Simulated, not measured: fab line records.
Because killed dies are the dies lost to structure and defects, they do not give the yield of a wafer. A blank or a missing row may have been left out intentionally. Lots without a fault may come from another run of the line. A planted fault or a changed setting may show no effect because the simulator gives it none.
fab line records ; flow sky130 ; part 2 of 2: steps 22 to 31 of 31
[record] lots = 5; wafers = 15; lastDay = 51
route steps=708 shown VIA2@530 METAL3@532 CAPM@537
lots that met no fault: from a run of the same line without faults
startH: hours from the record's opening day to when the first of the lot's shown wafers began ; waitH: hours since the lot's step before ; " the same as in the row above ; L1.1+2: a row that stands for several wafers ; - no value, or no start given ; * or withheld: withheld ; < > ~ a bound
route shown NAME@n: NAME is a module with steps in the file, n the number in the route of the first one ; usual: mean/standard deviation of fault-free wafers ; same: alike in all rows ; chamber/n: place in a boat ; sites: readings site by site ; _std_site: the values' standard deviation ; _edge_site: the outer-site mean with the inner-site mean subtracted ; radiusMm: for every site, how far away it sits from the centre of the wafer ; mask NAME#n: copy n ; behind: the most recent tool/chamber to have shaped the wafer ; hold: the reason the lot was held/the length of the hold in hours/how it ended ; device: the n, p or np transistor that did not switch ; end of line: the tests these same wafers got at the end of their route ; a step given without rows: its recipe and nothing more ; killed: dies that structure and defects cost at the first sort, which is not the same as the wafer's yield ; map: a wafer's dies, x killed, . not, _ none there
set.NAME: the setting that was run; set.NAME@STEP: the one run at that earlier step ; model.NAME: the simulator's own value behind a step, which no gauge read
certain route steps with their lots: each step a table, each wafer a row
services: when a tool's chamber went out of use (startH, in hours from the record's first day, below 0 if earlier), for how many hours, and the reason
[[steps]]
[step SKY_CAPM_STRIP_14]
[recipe] chemistry = O2/N2; powerW = 1400; pressureMtorr = 1500; platenTempC = withheld; o2FlowSccm = 3000; n2FlowSccm = 300; overashFraction = 0.5
[usual] drypumpMotorCurrentA = 5.9/0.55; oesProductAu = 0.710/0.0046; stripTimeToEndpointS = 12.65/0.041
lot.wafer;tool;chamber;startH;waitH;drypumpMotorCurrentA;oesProductAu;rfHoursCounterH;stripTimeToEndpointS
L079.1;plasmaAsher-04;0;904.33;0.1;6.4;0.705;49;12.62
L079.2;plasmaAsher-04;1;904.33;0.1;6.0;0.711;49;12.65
L079.6;plasmaAsher-04;1;904.33;0.1;6.0;0.709;-;12.64
L081.2;plasmaAsher-02;1;928.73;0.1;4.9;0.714;79;12.61
L081.4;plasmaAsher-02;0;928.73;0.1;5.7;0.713;-;12.68
L081.5;plasmaAsher-02;0;928.73;0.1;5.7;0.720;-;12.64
L082.1;plasmaAsher-02;0;938.83;0.1;5.7;0.705;80;12.69
L082.3;plasmaAsher-02;0;938.83;0.1;5.7;0.710;-;12.67
L082.6;plasmaAsher-02;1;938.83;0.1;4.9;0.710;-;12.65
L085.4;plasmaAsher-04;1;946.56;0.1;6.0;0.714;-;12.67
L085.5;plasmaAsher-04;0;946.56;0.1;6.4;0.703;-;12.64
L085.6;plasmaAsher-04;1;946.56;0.1;6.0;0.706;-;12.66
L097.3;plasmaAsher-02;0;1060.72;0.1;5.7;0.714;-;12.65
L097.5;plasmaAsher-02;0;1060.72;0.1;5.7;0.717;-;12.68
L097.6;plasmaAsher-02;1;1060.72;0.1;4.9;0.708;-;12.65
[step SKY_CAPM_STRIP_15]
[recipe] chemistry = postEtchResidueRemover; timeS = 1200; tempC = 72.5
lot.wafer;tool;chamber;startH;waitH
L079.1+2+6;wetBench-03;2;904.43;0.1
L081.2+4+5;wetBench-01;2;928.83;0.1
L082.1+3+6;wetBench-02;0;938.93;0.1
L085.4+5+6;wetBench-01;2;946.62;0.0
L097.3+5+6;wetBench-01;3;1060.79;0.0
[step SKY_CAPM_CLEAN_16]
[recipe] chemistry = IPA; timeS = 180; tempC = 25
lot.wafer;tool;chamber;startH;waitH
L079.1+2+6;wetBench-02;3;904.78;0.0
L081.2+4+5;wetBench-03;3;929.18;0.0
L082.1+3+6;wetBench-03;3;939.27;0.0
L085.4+5+6;wetBench-03;1;947.00;0.0
L097.3+5+6;wetBench-02;3;1061.13;0.0
[step SKY_CAPM_CLEAN_17]
[recipe] chemistry = O3/DIW; dry = n2Spin
lot.wafer;tool;chamber;startH;waitH
L079.1+2+6;wetBench-01;1;904.83;0.0
L081.2+4+5;wetBench-02;0;929.23;0.0
L082.1+3+6;wetBench-02;2;939.33;0.0
L085.4+5+6;wetBench-02;0;947.05;0.0
L097.3+5+6;wetBench-03;0;1061.19;0.0
[step SKY_METAL3_DEHYDRATE_05]
[recipe] tempC = 200; timeS = 60
[usual] chillPlateTempC = 23.00/0.11; plateTempC = 199.99/0.15
lot.wafer;tool;chamber;startH;waitH;chillPlateTempC;plateTempC
L079.1;lithoTrack-03;0;916.86;11.9;22.90;199.96
L079.2;lithoTrack-03;0;916.86;11.9;22.87;199.75
L079.6;lithoTrack-03;0;916.86;11.9;22.59;200.01
L081.2;lithoTrack-01;0;940.88;11.6;22.99;200.28
L081.4;lithoTrack-01;0;940.88;11.6;23.21;200.25
L081.5;lithoTrack-01;0;940.88;11.6;23.11;200.24
L082.1;lithoTrack-04;0;950.91;11.5;22.89;199.91
L082.3;lithoTrack-04;0;950.91;11.5;22.92;199.93
L082.6;lithoTrack-04;0;950.91;11.5;22.99;200.19
L085.4;lithoTrack-03;0;958.34;11.2;22.96;200.00
L085.5;lithoTrack-03;0;958.34;11.2;22.77;200.11
L085.6;lithoTrack-03;0;958.34;11.2;23.02;200.11
L097.3;lithoTrack-04;0;1070.46;9.2;22.86;199.99
L097.5;lithoTrack-04;0;1070.46;9.2;23.12;200.10
L097.6;lithoTrack-04;0;1070.46;9.2;23.03;200.19
[step SKY_METAL3_HMDS_06]
[recipe] primeTimeS = 60; primeTempC = 120
[usual] chillPlateTempC = 22.99/0.086
lot.wafer;tool;chamber;startH;waitH;chillPlateTempC
L079.1;lithoTrack-03;0;917.01;0.1;23.09
L079.2;lithoTrack-03;0;917.01;0.1;23.12
L079.6;lithoTrack-03;0;917.01;0.1;23.08
L081.2;lithoTrack-01;0;941.03;0.1;22.93
L081.4;lithoTrack-01;0;941.03;0.1;22.90
L081.5;lithoTrack-01;0;941.03;0.1;23.06
L082.1;lithoTrack-04;0;951.06;0.1;22.99
L082.3;lithoTrack-04;0;951.06;0.1;22.91
L082.6;lithoTrack-04;0;951.06;0.1;23.05
L085.4;lithoTrack-03;0;958.49;0.1;22.80
L085.5;lithoTrack-03;0;958.49;0.1;23.02
L085.6;lithoTrack-03;0;958.49;0.1;22.97
L097.3;lithoTrack-04;0;1070.61;0.1;22.94
L097.5;lithoTrack-04;0;1070.61;0.1;22.99
L097.6;lithoTrack-04;0;1070.61;0.1;23.04
[step SKY_METAL3_COAT_07]
[recipe] resist = BARC; tempC = withheld; timeS = withheld; spinRpm = 3000; resistThkNm = 60
[usual] chillPlateTempC = *; spinSpeedRpm = 3000.2/1.8
lot.wafer;tool;chamber;startH;waitH;chillPlateTempC;spinSpeedRpm
L079.1;lithoTrack-03;0;917.16;0.1;*;3001.6
L079.2;lithoTrack-03;0;917.16;0.1;*;3003.6
L079.6;lithoTrack-03;0;917.16;0.1;*;3000.7
L081.2;lithoTrack-01;0;941.18;0.1;*;3003.8
L081.4;lithoTrack-01;0;941.18;0.1;*;3002.4
L081.5;lithoTrack-01;0;941.18;0.1;*;3001.7
L082.1;lithoTrack-04;0;951.21;0.1;*;2998.2
L082.3;lithoTrack-04;0;951.21;0.1;*;3002.2
L082.6;lithoTrack-04;0;951.21;0.1;*;3000.9
L085.4;lithoTrack-03;0;958.64;0.1;*;2999.2
L085.5;lithoTrack-03;0;958.64;0.1;*;3000.2
L085.6;lithoTrack-03;0;958.64;0.1;*;3000.7
L097.3;lithoTrack-04;0;1070.76;0.1;*;2999.0
L097.5;lithoTrack-04;0;1070.76;0.1;*;3002.6
L097.6;lithoTrack-04;0;1070.76;0.1;*;3002.5
[step SKY_METAL3_COAT_08]
[recipe] resist = KrF-thick; spinRpm = 3000; resistThkNm = 1140
[usual] chillPlateTempC = 23.00/0.11; spinSpeedRpm = 3000.0/2.2
lot.wafer;tool;chamber;startH;waitH;chillPlateTempC;spinSpeedRpm
L079.1;lithoTrack-03;0;-;-;22.92;3002.5
L079.2;lithoTrack-03;0;-;-;23.01;3001.3
L079.6;lithoTrack-03;0;-;-;23.00;3002.6
L081.2;lithoTrack-01;0;-;-;23.11;3000.9
L081.4;lithoTrack-01;0;-;-;22.97;2998.9
L081.5;lithoTrack-01;0;-;-;22.99;3000.0
L082.1;lithoTrack-04;0;-;-;23.00;2999.3
L082.3;lithoTrack-04;0;-;-;23.07;3000.5
L082.6;lithoTrack-04;0;-;-;23.02;3000.5
L085.4;lithoTrack-03;0;-;-;23.12;3000.2
L085.5;lithoTrack-03;0;-;-;23.03;3001.2
L085.6;lithoTrack-03;0;-;-;23.04;3000.8
L097.3;lithoTrack-04;0;-;-;23.08;3000.5
L097.5;lithoTrack-04;0;-;-;22.97;2999.0
L097.6;lithoTrack-04;0;-;-;22.99;2998.6
[step SKY_METAL3_SOFTBAKE_09]
[recipe] tempC = 100.7; timeS = 90; resist = KrF-thick
[usual] chillPlateTempC = 23.00/0.11; plateTempC = 100.67/0.14
lot.wafer;tool;chamber;startH;waitH;chillPlateTempC;plateTempC
L079.1;lithoTrack-03;0;-;-;22.93;100.82
L079.2;lithoTrack-03;0;-;-;23.04;100.75
L079.6;lithoTrack-03;0;-;-;22.96;100.75
L081.2;lithoTrack-01;0;-;-;22.92;100.76
L081.4;lithoTrack-01;0;-;-;22.91;100.80
L081.5;lithoTrack-01;0;-;-;22.89;101.02
L082.1;lithoTrack-04;0;-;-;22.99;100.78
L082.3;lithoTrack-04;0;-;-;22.95;100.54
L082.6;lithoTrack-04;0;-;-;22.96;100.61
L085.4;lithoTrack-03;0;-;-;22.99;100.62
L085.5;lithoTrack-03;0;-;-;22.79;100.66
L085.6;lithoTrack-03;0;-;-;22.99;100.60
L097.3;lithoTrack-04;0;-;-;23.01;100.78
L097.5;lithoTrack-04;0;-;-;22.96;100.51
L097.6;lithoTrack-04;0;-;-;22.92;100.60
[step SKY_METAL3_EXPOSE_10]
[recipe] maskId = MM3; na = 0.68; sourceShape = annular; sigmaInner = 0.4; sigmaOuter = 0.8; targetCdNm = 300; doseMj = 28
[usual] exposureDoseMJCm2 = 28.00/0.11
lot.wafer;tool;chamber;startH;waitH;mask;exposureDoseMJCm2
L079.1;krfScanner-02;0;-;-;MM3#0;27.96
L079.2;krfScanner-02;0;-;-;MM3#0;27.90
L079.6;krfScanner-02;0;-;-;MM3#0;27.95
L081.2;krfScanner-01;0;-;-;MM3#0;28.16
L081.4;krfScanner-01;0;-;-;MM3#0;28.18
L081.5;krfScanner-01;0;-;-;MM3#0;28.18
L082.1;krfScanner-01;0;-;-;MM3#0;28.16
L082.3;krfScanner-01;0;-;-;MM3#0;28.15
L082.6;krfScanner-01;0;-;-;MM3#0;28.16
L085.4;krfScanner-01;0;-;-;MM3#0;28.08
L085.5;krfScanner-01;0;-;-;MM3#0;28.08
L085.6;krfScanner-01;0;-;-;MM3#0;28.09
L097.3;krfScanner-02;0;-;-;MM3#0;27.90
L097.5;krfScanner-02;0;-;-;MM3#0;27.91
L097.6;krfScanner-02;0;-;-;MM3#0;27.86
[[services]]
tool;chamber;startH;hours;kind
pvdSputter-02;-;855.11;2.4;repair
rieMetal-04;1;857.26;5.5;repair
ilineStepper-01;-;863.60;1.7;pm
pvdSputter-03;-;868.06;1.0;repair
pvdSputter-02;-;880.88;0.8;repair
krfScanner-01;-;895.08;0.6;repair
rieMetal-04;0;904.51;6.1;repair
pecvd-04;-;919.13;2.8;pm
krfScanner-01;-;931.59;0.8;pm
krfScanner-01;-;937.00;1.3;pm
pvdSputter-02;-;939.26;2.4;repair
pecvd-04;2;943.66;5.2;repair
cmp-01;-;971.42;7.8;repair
krfScanner-01;-;983.54;1.0;pm
pvdSputter-03;-;994.98;2.5;repair
pvdSputter-04;-;996.36;1.7;repair
krfScanner-01;-;997.03;0.9;repair
krfScanner-01;-;999.46;3.6;pm
ilineStepper-01;-;1007.22;3.9;repair
cmp-01;-;1009.73;5.6;pm
wetBench-02;-;1009.95;3.9;repair
plasmaAsher-02;-;1014.33;13.6;repair
krfScanner-01;-;1017.57;4.0;pm
krfScanner-01;-;1022.69;3.4;repair
